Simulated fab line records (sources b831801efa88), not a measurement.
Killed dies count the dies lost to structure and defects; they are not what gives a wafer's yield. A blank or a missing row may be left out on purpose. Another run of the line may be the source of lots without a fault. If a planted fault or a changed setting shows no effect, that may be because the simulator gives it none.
A lot that was struck, set against a sound lot + flow sky130 + 15 out of 708 route steps
Sound: the wafers L559.3, L559.4, L559.6. The struck wafers were L572.2, L572.4, L572.6. The cause is given at the end.
Each step with rows lists, per side, the tool, then ch with its chambers, then its first start. Under that, the readings that differ: sound wafers + struck wafers + difference of the means + sigmas: that difference in standard deviations of wafers without a fault.
alike: readings whose means differ by less than 2 such deviations, and words and numbers that are the same on both sides. not compared: withheld readings, readings that some wafer has no value for, bounds like >300 that may hide the same value, and numbers for which the record gives no deviation and whose values overlap.
The two part at a step that has a row with sigmas, a row that says differs or no value, or rows on one side only. Numbers that don't overlap but have no deviation are shown without sigmas and don't part them. Lack of a reading on every wafer of one side parts them only where that side has two or more wafers.

SKY_CAP2M_THK_MEAS_01:
  sound on film_metro-04 at day 43 13:07; struck on film_metro-04 at day 45 05:31
  alike: CAP2M_CVD_00_THK
SKY_CAP2M_SPUTTER_02: material TiN, target thk 200 nm, time 166.7 s.
  sound on pvd_sputter-04 at day 43 13:09; struck on pvd_sputter-01 at day 45 05:34
  alike: susceptor_temp_C, throttle_valve_pct
SKY_CAP2M_RS_MEAS_03: measurement is done with a four-point probe.
  sound on film_metro-02 at day 43 13:18; struck on film_metro-03 at day 45 05:42
  alike: CAP2M_TIN_RS
SKY_CAP2M_THK_MEAS_04: measures by xrf.
  sound on film_metro-02 at day 43 13:24; struck on film_metro-03 at day 45 05:49
  alike: CAP2M_TIN_THK
then, 7 steps without rows for these wafers: SKY_CAP2M_DEHYDRATE_05 (time 60 s); SKY_CAP2M_HMDS_06 (prime time 60 s); SKY_CAP2M_COAT_07 (resist thk 1140 nm); SKY_CAP2M_SOFTBAKE_08 (time 60 s); SKY_CAP2M_EXPOSE_09 (exposes mask CAP2M, target cd 1000 nm); SKY_CAP2M_PEB_10; SKY_CAP2M_DEVELOP_11 (develop time 60 s).
SKY_CAP2M_OVL_MEAS_12:
  sound on overlay-01 at day 44 10:49; struck on overlay-01 at day 46 02:04
| reading        | sound        | struck         | difference | sigmas |
|----------------|--------------|----------------|------------|--------|
| CAP2M_OVL (nm) | 0.8 1.3 -0.2 | -2.1 -2.1 -3.7 | -3.3       | -2     |
SKY_CAP2M_METAL_ETCH_13: etches TiN in Cl2/BCl3, stops on SiO2, target depth 220 nm, time 62.9 s.
  sound on rie_metal-01 ch 0,1, day 44 10:52; struck on rie_metal-04 ch 0,1, day 46 02:06
| reading                                    | sound                | struck               | difference | sigmas |
|--------------------------------------------|----------------------|----------------------|------------|--------|
| oes_product_au (a.u.)                      | 0.943 0.946 0.949    | 0.872 0.873 0.899    | -0.065     | -9     |
| throttle_valve_pct (%)                     | 21.917 21.879 21.906 | 21.962 21.962 21.935 | +0.052     | +5     |
| model.NOVOLAK_of_CAP2M_COAT_07.thk_nm (nm) | 986 990.4 987.9      | 1024 1022 1020       | +34        |        |
| model.etch.depth_nm (nm)                   | 200.8 202.2 198.9    | 173.2 173.5 182.1    | -24.4      |        |
| model.CAP2M.feature_depth_nm (nm)          | 200.8 202.2 198.9    | 173.2 173.5 182.1    | -24.4      |        |
  alike: drypump_motor_current_A
  not compared: rf_hours_counter_h
SKY_CAP2M_STRIP_14: strips in O2/N2.
  sound on plasma_asher-03 ch 0,1, day 44 10:58; struck on plasma_asher-04 ch 0,1, day 46 02:11
| reading                      | sound             | struck            | difference | sigmas |
|------------------------------|-------------------|-------------------|------------|--------|
| strip_time_to_endpoint_s (s) | 12.58 12.62 12.58 | 12.94 12.93 12.89 | +0.33      | +8     |
  alike: drypump_motor_current_A, oes_product_au
  not compared: rf_hours_counter_h
then, 1 step without rows for these wafers: SKY_CAP2M_STRIP_15 (strips in post etch residue remover, time 1200 s).

== WHERE THEY PART ==
Earliest at SKY_CAP2M_OVL_MEAS_12; latest, in this record, at SKY_CAP2M_STRIP_14.

WHY: the cause the simulator had injected
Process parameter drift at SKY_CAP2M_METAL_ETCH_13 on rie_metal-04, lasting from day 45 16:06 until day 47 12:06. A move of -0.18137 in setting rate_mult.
